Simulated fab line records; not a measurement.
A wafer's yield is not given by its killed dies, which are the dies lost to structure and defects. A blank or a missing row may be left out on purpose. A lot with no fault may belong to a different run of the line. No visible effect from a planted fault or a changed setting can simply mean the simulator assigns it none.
Which tool was responsible? | flow sfq_line | 13 lots with 39 wafers sampled at 5 steps, on a route of 325 steps

== WHAT THE GAUGES SHOWED, per wafer ==
The record holds no reading of a measuring or inspecting step that can be judged against a usual standard deviation.

== WHICH TOOL RAN EACH LOT (tool, then ch and the chambers of the sampled wafers, then the start) ==
lot  | SFQ_TRILAYER_L0_CAP_PECVD_011  | SFQ_TRILAYER_L0_VIA_ETCH_VIA_ETCH_016 | SFQ_TRILAYER_I2_DEP_PECVD_063   | SFQ_TRILAYER_R5_ETCH_METAL_ETCH_139 | SFQ_TRILAYER_M6_ETCH_METAL_ETCH_162
L713 | pecvd-01 ch 0,1, day 2 11:32   | rie_diel-02 ch 0,1,2, day 5 04:47     | pecvd-04 ch 0,1,2, day 30 12:48 | rie_metal-02 ch 1, day 61 13:02     | rie_metal-03 ch 0,1, day 71 21:14
L715 | pecvd-01 ch 0,1,2, day 2 14:58 | rie_diel-04 ch 0,1,3, day 5 09:35     | pecvd-02 ch 0,1,2, day 31 06:23 | rie_metal-02 ch 0,1, day 62 08:06   | rie_metal-04 ch 0,1, day 72 10:26
L716 | pecvd-03 ch 0,1,2, day 2 17:22 | rie_diel-04 ch 1,2, day 5 13:11       | pecvd-02 ch 0,1, day 31 15:13   | rie_metal-01 ch 0,1, day 62 10:30   | rie_metal-03 ch 0,1, day 72 11:40
L718 | pecvd-04 ch 0,2, day 2 20:58   | rie_diel-02 ch 0,2,3, day 5 19:11     | pecvd-02 ch 0,1,2, day 32 14:14 | rie_metal-01 ch 0,1, day 68 03:55   | rie_metal-04 ch 0,1, day 77 02:30
L719 | pecvd-03 ch 1,2, day 2 22:10   | rie_diel-04 ch 0,3, day 5 20:23       | pecvd-02 ch 1,2, day 32 20:02   | rie_metal-02 ch 0,1, day 68 06:19   | rie_metal-03 ch 0,1, day 77 04:54
L723 | pecvd-01 ch 0,1, day 4 10:23   | rie_diel-03 ch 0,3, day 6 16:05       | pecvd-04 ch 0,1,2, day 34 17:08 | rie_metal-01 ch 0,1, day 69 12:08   | rie_metal-04 ch 0,1, day 78 12:06
L724 | pecvd-03 ch 1,2, day 4 19:59   | rie_diel-02 ch 1,2,3, day 6 22:47     | pecvd-03 ch 0,2, day 35 10:14   | rie_metal-01 ch 0,1, day 69 13:20   | rie_metal-01 ch 0,1, day 78 14:30
L725 | pecvd-01 ch 0,2, day 5 01:59   | rie_diel-02 ch 0,2, day 7 08:23       | pecvd-02 ch 0,1, day 36 04:16   | rie_metal-04 ch 0,1, day 69 14:31   | rie_metal-03 ch 0, day 78 16:58
L726 | pecvd-03 ch 0,1,2, day 5 07:02 | rie_diel-04 ch 0,2, day 7 17:59       | pecvd-04 ch 1,2, day 36 11:31   | rie_metal-01 ch 0,1, day 69 15:46   | rie_metal-04 ch 0, day 78 19:26
L727 | pecvd-01 ch 0,1, day 5 11:50   | rie_diel-03 ch 0,2, day 8 02:23       | pecvd-03 ch 0,1, day 36 16:23   | rie_metal-04 ch 0,1, day 69 17:40   | rie_metal-01 ch 0,1, day 79 09:42
L728 | pecvd-03 ch 1,2, day 5 23:47   | rie_diel-02 ch 0,1, day 9 02:31       | pecvd-03 ch 0,1, day 36 21:59   | rie_metal-02 ch 0,1, day 75 03:25   | rie_metal-03 ch 0,1, day 79 19:46
L733 | pecvd-03 ch 0,2, day 8 15:19   | rie_diel-02 ch 0,2,3, day 13 01:23    | pecvd-02 ch 1,2, day 37 05:35   | rie_metal-02 ch 0, day 76 02:17     | rie_metal-01 ch 0,1, day 80 10:13
L736 | pecvd-01 ch 0,2, day 9 22:31   | rie_diel-02 ch 0,2, day 14 10:26      | pecvd-04 ch 1,2, day 39 17:35   | rie_metal-04 ch 0,1, day 77 12:06   | rie_metal-03 ch 0,1, day 81 08:28
- SFQ_TRILAYER_L0_CAP_PECVD_011: deposits SiO2 from SiH4/N2O, time 13.333 s, target thk 60 nm.
- SFQ_TRILAYER_L0_VIA_ETCH_VIA_ETCH_016: etches SiO2 in CHF3, stops on MoNx KI, target depth 80 nm.
- SFQ_TRILAYER_I2_DEP_PECVD_063: deposits SiO2 from SiH4/N2O, time 111.11 s, target thk 500 nm.
- SFQ_TRILAYER_R5_ETCH_METAL_ETCH_139: etches the open film in Cl2, stops on SiO2, target depth 60 nm, time 40 s.
- SFQ_TRILAYER_M6_ETCH_METAL_ETCH_162: etches Nb in Cl2/Ar, stops on SiO2, target depth 240 nm, time 120 s.

== AS READ BY THE TOOLS THEMSELVES (means over the sampled wafers that have a number; for cases with no such wafer, the mark the record gives instead) ==
SFQ_TRILAYER_L0_CAP_PECVD_011. Usual: heater_power_w 84 W, standard deviation 21; rf_fwd_power_W 180.1 W, standard deviation 1; throttle_valve_pct 25.4 %, standard deviation 1.9.
lot  | tool     | heater_power_w (W) | rf_fwd_power_W (W) | throttle_valve_pct (%) | flag
L713 | pecvd-01 | 64                 | 179.1              | 28.6                   |
L715 | pecvd-01 | 72                 | 179.4              | 27.3                   |
L716 | pecvd-03 | 102                | 180.0              | 23.6                   |
L718 | pecvd-04 | 83                 | 181.6              | 24.4                   |
L719 | pecvd-03 | 93                 | 179.7              | 23.8                   |
L723 | pecvd-01 | 82                 | 178.8              | 28.6                   |
L724 | pecvd-03 | 93                 | 180.7              | 24.0                   |
L725 | pecvd-01 | 77                 | 180.0              | 26.2                   |
L726 | pecvd-03 | 97                 | 180.2              | 23.9                   |
L727 | pecvd-01 | 81                 | 179.4              | 28.6                   |
L728 | pecvd-03 | 90                 | 180.6              | 24.3                   |
L733 | pecvd-03 | 113                | 159.4              | 24.1                   | OFF
L736 | pecvd-01 | 81                 | 179.7              | 23.3                   |

SFQ_TRILAYER_L0_VIA_ETCH_VIA_ETCH_016. Usual: drypump_motor_current_A 5.8 A, standard deviation 0.43; oes_product_au 0.842 a.u., standard deviation 0.0077.
lot  | tool        | drypump_motor_current_A (A) | oes_product_au (a.u.) | flag
L713 | rie_diel-02 | 5.7                         | 0.837                 |
L715 | rie_diel-04 | 5.8                         | 0.844                 |
L716 | rie_diel-04 | 5.9                         | 0.843                 |
L718 | rie_diel-02 | 5.8                         | 0.842                 |
L719 | rie_diel-04 | 5.5                         | 0.841                 |
L723 | rie_diel-03 | 6.2                         | 0.845                 |
L724 | rie_diel-02 | 6.1                         | 0.845                 |
L725 | rie_diel-02 | 5.5                         | 0.849                 |
L726 | rie_diel-04 | 6.0                         | 0.838                 |
L727 | rie_diel-03 | 6.1                         | 0.838                 |
L728 | rie_diel-02 | 5.5                         | 0.850                 |
L733 | rie_diel-02 | 5.9                         | 0.826                 |
L736 | rie_diel-02 | 5.6                         | 0.840                 |

SFQ_TRILAYER_I2_DEP_PECVD_063. Usual: heater_power_w 87 W, standard deviation 11; rf_fwd_power_W 182.4 W, standard deviation 0.7; throttle_valve_pct 24.5 %, standard deviation 1.1.
lot  | tool     | heater_power_w (W) | rf_fwd_power_W (W) | throttle_valve_pct (%) | flag
L713 | pecvd-04 | 87                 | 182.4              | 22.9                   |
L715 | pecvd-02 | 78                 | 182.0              | 24.5                   |
L716 | pecvd-02 | 86                 | 181.9              | 24.3                   |
L718 | pecvd-02 | 80                 | 182.7              | 24.7                   |
L719 | pecvd-02 | 78                 | 183.1              | 23.9                   |
L723 | pecvd-04 | 93                 | 183.4              | 23.7                   |
L724 | pecvd-03 | 100                | 182.3              | 25.8                   |
L725 | pecvd-02 | 83                 | 182.3              | 24.3                   |
L726 | pecvd-04 | 94                 | 182.3              | 23.4                   |
L727 | pecvd-03 | 91                 | 182.8              | 26.2                   |
L728 | pecvd-03 | 101                | 182.7              | 26.1                   |
L733 | pecvd-02 | 77                 | 182.3              | 24.2                   |
L736 | pecvd-04 | 86                 | 182.7              | 24.3                   |

SFQ_TRILAYER_R5_ETCH_METAL_ETCH_139. Usual: drypump_motor_current_A 5.5 A, standard deviation 0.42; oes_product_au 0.991 a.u., standard deviation 0.0064.
lot  | tool         | drypump_motor_current_A (A) | oes_product_au (a.u.) | flag
L713 | rie_metal-02 | 4.8                         | 0.988                 |
L715 | rie_metal-02 | 5.4                         | 0.992                 |
L716 | rie_metal-01 | 5.9                         | 0.988                 |
L718 | rie_metal-01 | 5.9                         | 0.986                 |
L719 | rie_metal-02 | 5.4                         | 0.992                 |
L723 | rie_metal-01 | 5.9                         | 0.991                 |
L724 | rie_metal-01 | 5.9                         | 0.992                 |
L725 | rie_metal-04 | 5.3                         | 0.987                 |
L726 | rie_metal-01 | 5.9                         | 0.998                 |
L727 | rie_metal-04 | 5.2                         | 0.989                 |
L728 | rie_metal-02 | 5.4                         | 0.993                 |
L733 | rie_metal-02 | 5.7                         | 0.994                 |
L736 | rie_metal-04 | 5.1                         | 0.991                 |

SFQ_TRILAYER_M6_ETCH_METAL_ETCH_162. Usual: drypump_motor_current_A 5.5 A, standard deviation 0.46; oes_product_au 0.896 a.u., standard deviation 0.0082.
lot  | tool         | drypump_motor_current_A (A) | oes_product_au (a.u.) | flag
L713 | rie_metal-03 | 5.8                         | 0.892                 |
L715 | rie_metal-04 | 5.3                         | 0.895                 |
L716 | rie_metal-03 | 5.8                         | 0.908                 |
L718 | rie_metal-04 | 5.1                         | 0.901                 |
L719 | rie_metal-03 | 5.4                         | 0.887                 |
L723 | rie_metal-04 | 5.1                         | 0.894                 |
L724 | rie_metal-01 | 5.8                         | 0.899                 |
L725 | rie_metal-03 | 4.9                         | 0.894                 |
L726 | rie_metal-04 | 5.4                         | 0.897                 |
L727 | rie_metal-01 | 5.9                         | 0.894                 |
L728 | rie_metal-03 | 5.8                         | 0.903                 |
L733 | rie_metal-01 | 5.9                         | 0.896                 |
L736 | rie_metal-03 | 5.4                         | 0.898                 |

== THE ANSWER, worked out from the rows above alone ==
Rule: lot off if the mean of its wafers having a number is beyond 3 standard deviations from the usual mean. Also off: a lot with no number at a reading for which 4 or more lots have one. The other lots that the step has rows for count as sound. After the gauges, taken in route order, come the tools' own readings; for these a lot's mean is taken, as printed above. At the first step where some lot is off, the reading lying furthest off is the one used; lots without a number count as furthest.
Off at SFQ_TRILAYER_L0_CAP_PECVD_011 (rf_fwd_power_W): L733.
A tool fits if, at that step or a process step before it, it ran every lot that is off, and no sound lot after the first of them. One fits: pecvd-03 at SFQ_TRILAYER_L0_CAP_PECVD_011. A fault onset in the window from L728 (day 5 23:47, its last sound lot) to L733 (day 8 15:19, its first lot off) fits.
On the lots that are off, the tool's own readings at SFQ_TRILAYER_L0_CAP_PECVD_011 differ by more than 5 times the standard deviation of the sound lots' means, which bears it out; rf_fwd_power_W reads 159.4 W there versus 179.9 W on the sound lots.

== WHAT THE SIMULATOR HAD INSERTED ==
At SFQ_TRILAYER_L0_CAP_PECVD_011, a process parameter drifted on pecvd-03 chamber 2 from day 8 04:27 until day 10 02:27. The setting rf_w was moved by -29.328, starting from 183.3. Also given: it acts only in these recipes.
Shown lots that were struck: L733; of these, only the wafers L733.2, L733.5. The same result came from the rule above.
